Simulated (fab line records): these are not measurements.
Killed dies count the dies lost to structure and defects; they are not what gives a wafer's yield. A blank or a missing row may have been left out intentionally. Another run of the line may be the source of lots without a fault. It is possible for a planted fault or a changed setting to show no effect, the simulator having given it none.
Matching of chambers :: flow gf180mcu :: pecvd-01 running GF_V2_CVD_02: 3 sister chambers
The step deposits SiO2 from TEOS, target thk 850 nm, time 94.851 s. 24 wafers are shown with their chamber, then 12 later ones without.

## WAFERS, EACH WITH ITS CHAMBER
wafer: L075.2
chamber: 2
rf-fwd-power-W (W): 598.1
heater-power-w (W): 647

wafer: L075.5
chamber: 2
rf-fwd-power-W (W): 599.5
heater-power-w (W): 522

wafer: L075.6
chamber: 0
rf-fwd-power-W (W): 594.4
heater-power-w (W): 671

wafer: L076.2
chamber: 0
rf-fwd-power-W (W): 596.0
heater-power-w (W): 690

wafer: L076.3
chamber: 1
rf-fwd-power-W (W): 599.1
heater-power-w (W): 572

wafer: L076.5
chamber: 0
rf-fwd-power-W (W): 596.9
heater-power-w (W): 537

wafer: L077.1
chamber: 2
rf-fwd-power-W (W): 597.5
heater-power-w (W): 605

wafer: L077.2
chamber: 1
rf-fwd-power-W (W): 599.5
heater-power-w (W): 622

wafer: L077.4
chamber: 1
rf-fwd-power-W (W): 595.6
heater-power-w (W): 677

wafer: L079.2
chamber: 1
rf-fwd-power-W (W): 596.3
heater-power-w (W): 677

wafer: L079.4
chamber: 1
rf-fwd-power-W (W): 597.5
heater-power-w (W): 544

wafer: L079.6
chamber: 2
rf-fwd-power-W (W): 597.2
heater-power-w (W): 644

wafer: L080.2
chamber: 0
rf-fwd-power-W (W): 595.8
heater-power-w (W): 596

wafer: L080.4
chamber: 0
rf-fwd-power-W (W): 597.2
heater-power-w (W): 639

wafer: L080.6
chamber: 0
rf-fwd-power-W (W): 597.1
heater-power-w (W): 695

wafer: L086.3
chamber: 2
rf-fwd-power-W (W): 597.4
heater-power-w (W): 585

wafer: L086.4
chamber: 2
rf-fwd-power-W (W): 594.8
heater-power-w (W): 627

wafer: L086.5
chamber: 0
rf-fwd-power-W (W): 591.8
heater-power-w (W): 693

wafer: L087.2
chamber: 2
rf-fwd-power-W (W): 598.0
heater-power-w (W): 565

wafer: L087.3
chamber: 1
rf-fwd-power-W (W): 601.6
heater-power-w (W): 702

wafer: L087.5
chamber: 1
rf-fwd-power-W (W): 599.3
heater-power-w (W): 554

wafer: L088.3
chamber: 1
rf-fwd-power-W (W): 593.6
heater-power-w (W): 680

wafer: L088.5
chamber: 1
rf-fwd-power-W (W): 594.3
heater-power-w (W): 549

wafer: L088.6
chamber: 0
rf-fwd-power-W (W): 595.8
heater-power-w (W): 536

SIGNATURES (means of the wafers above)
reading: rf-fwd-power-W
chamber 0: 595.625
chamber 1: 597.422
chamber 2: 597.500
scatter within a chamber: 2.09

reading: heater-power-w
chamber 0: 632.12
chamber 1: 619.67
chamber 2: 599.29
scatter within a chamber: 61.3
Rule: for each reading, subtract the chamber's mean from the wafer's reading, divide by that reading's scatter and square the result; add these up over the readings and take the root, which gives the wafer's distance from the chamber. If the next closest chamber is less than 2 further off than the closest, the wafer can't be placed; otherwise it belongs to the closest. The scatter is the square root of a quotient: the sum, over the shown wafers, of each reading's squared deviation from its chamber's mean, divided by wafers minus chambers.

## WAFERS MISSING THEIR CHAMBER
wafer: L090.2
rf-fwd-power-W (W): 599.6
heater-power-w (W): 692

wafer: L090.4
rf-fwd-power-W (W): 596.8
heater-power-w (W): 658

wafer: L090.5
rf-fwd-power-W (W): 597.0
heater-power-w (W): 520

wafer: L091.3
rf-fwd-power-W (W): 595.9
heater-power-w (W): 603

wafer: L091.4
rf-fwd-power-W (W): 598.3
heater-power-w (W): 669

wafer: L091.5
rf-fwd-power-W (W): 597.2
heater-power-w (W): 544

wafer: L093.1
rf-fwd-power-W (W): 598.2
heater-power-w (W): 662

wafer: L093.2
rf-fwd-power-W (W): 595.5
heater-power-w (W): 606

wafer: L093.3
rf-fwd-power-W (W): 596.9
heater-power-w (W): 642

wafer: L095.2
rf-fwd-power-W (W): 595.9
heater-power-w (W): 664

wafer: L095.4
rf-fwd-power-W (W): 596.0
heater-power-w (W): 528

wafer: L095.6
rf-fwd-power-W (W): 596.9
heater-power-w (W): 613

## EACH ONE'S CHAMBER
wafer: L090.2
from the rows above: can't be placed: 1 or 2 or 0
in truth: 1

wafer: L090.4
from the rows above: can't be placed: 1 or 0 or 2
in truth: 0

wafer: L090.5
from the rows above: can't be placed: 2 or 1 or 0
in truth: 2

wafer: L091.3
from the rows above: can't be placed: 0 or 2 or 1
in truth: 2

wafer: L091.4
from the rows above: can't be placed: 1 or 2 or 0
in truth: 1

wafer: L091.5
from the rows above: can't be placed: 2 or 1 or 0
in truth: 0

wafer: L093.1
from the rows above: can't be placed: 1 or 2 or 0
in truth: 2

wafer: L093.2
from the rows above: can't be placed: 0 or 1 or 2
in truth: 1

wafer: L093.3
from the rows above: can't be placed: 1 or 0 or 2
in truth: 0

wafer: L095.2
from the rows above: can't be placed: 0 or 1 or 2
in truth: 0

wafer: L095.4
from the rows above: can't be placed: 2 or 1 or 0
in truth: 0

wafer: L095.6
from the rows above: can't be placed: 1 or 2 or 0
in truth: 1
Placed correctly: 0 of 12. Cannot be placed on the basis of these rows: 12; the candidates contain the true chamber in 12. Placed wrongly: 0.
